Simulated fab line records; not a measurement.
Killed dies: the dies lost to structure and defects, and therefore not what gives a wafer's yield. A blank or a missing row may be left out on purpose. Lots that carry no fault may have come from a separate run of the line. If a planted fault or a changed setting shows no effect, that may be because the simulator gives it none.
Comparing a struck lot with a sound one | flow sky130 | 14 out of 708 route steps
Sound: the wafers L678.1, L678.2, L678.3. The struck wafers were L688.3, L688.4, L688.6. The cause is given at the end.
Order at every step that has rows: each side's tool, ch and its chambers, its first start. Under that, the readings that differ: sound wafers | struck wafers | difference of the means | sigmas: that difference in standard deviations of wafers without a fault.
alike: readings whose means differ by less than 2 such deviations, and words and numbers that are the same on both sides. not compared: withheld readings, readings that some wafer has no value for, bounds like >300 that may hide the same value, and numbers for which the record gives no deviation and whose values overlap.
Wherever a step has rows on one side only, a row that says differs or no value, or a row with sigmas, the two part there. Numbers that don't overlap but have no deviation are shown without sigmas and don't part them. A reading that every wafer of one side lacks parts them only if that side has two wafers or more.

first, 1 step without rows for these wafers: SKY_VIA4_DEVELOP_10 (develop time 60 s).
SKY_VIA4_OVL_MEAS_11:
  struck on overlay-02, day 46 00:05; sound on overlay-02, day 43 08:34
  alike: VIA4_OVL
SKY_VIA4_ETCH_12: etches SiO2 in C4F8/O2/Ar, stops on TiN, target depth 580 nm.
  sound on rie_diel-01 ch 0,1,2, day 43 08:37; struck on rie_diel-01 ch 0,1,2, day 46 00:07
  alike: oes_product_au
SKY_VIA4_STRIP_13: strips in O2/N2.
  sound on plasma_asher-01 ch 0,1, day 43 08:41; struck on plasma_asher-03 ch 0,1, day 46 00:13
  alike: drypump_motor_current_A, oes_product_au, strip_time_to_endpoint_s
  not compared: rf_hours_counter_h
then, 3 steps without rows for these wafers: SKY_VIA4_STRIP_14 (strips in post etch residue remover, time 1200 s); SKY_VIA4_CLEAN_15 (cleans in IPA, time 180 s); SKY_VIA4_CLEAN_16 (cleans in O3/DIW).
SKY_VIA4_SPUTTER_17: material TiN, target thk 20 nm, time 80 s.
  struck on pvd_sputter-04, day 46 00:48; sound on pvd_sputter-01, day 43 09:16
  alike: cathode_dc_power_W, chamber_pressure_pa, throttle_valve_pct
SKY_VIA4_CVD_18: deposits W, target thk 505 nm, time 152.14 s.
  sound on cvd_w-01 ch 0,1, day 43 09:20; struck on cvd_w-02 ch 0,1, day 46 00:55
  alike: heater_power_w
SKY_VIA4_RS_MEAS_19: a four-point-probe measurement.
  struck on film_metro-03, day 46 01:03; sound on film_metro-03, day 43 09:29
  alike: VIA4_W_RS
SKY_VIA4_THK_MEAS_20: measures by xrf.
  struck on film_metro-03, day 46 01:09; sound on film_metro-03, day 43 09:36
  alike: VIA4_W_THK
then, 1 step without rows for these wafers: SKY_VIA4_CMP_21 (polishes, stops on SiO2, t overpolish 25 s, target thk 0 nm).
SKY_METAL5_SPUTTER_00: material Ti, target thk 15 nm, time 10 s.
  struck on pvd_sputter-03, day 46 01:36; sound on pvd_sputter-03, day 43 10:03
  reading                                   | sound                | struck               | difference | sigmas
  cathode_dc_power_W (W)                    | 3000.2 3000.0 2999.7 | 2722.5 2723.0 2722.5 | -277.3     | -99 or more
  model.Ti_of_METAL5_SPUTTER_00.thk_nm (nm) | 15.32 15.28 15.36    | 13.56 13.45 13.22    | -1.91      |
  alike: chamber_pressure_pa, throttle_valve_pct
SKY_METAL5_SPUTTER_01: material TiN, target thk 20 nm, time 16.7 s.
  struck on pvd_sputter-03, day 46 01:38; sound on pvd_sputter-03, day 43 10:04
  alike: cathode_dc_power_W, chamber_pressure_pa, throttle_valve_pct

## WHERE THEY PART
At SKY_METAL5_SPUTTER_00 and nowhere else, as far as this record goes. Later steps at which nothing parts them and some readings are alike: SKY_METAL5_SPUTTER_01.

WHY: the cause the simulator had injected
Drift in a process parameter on pvd_sputter-03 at SKY_METAL5_SPUTTER_00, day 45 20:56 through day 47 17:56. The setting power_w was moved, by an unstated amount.
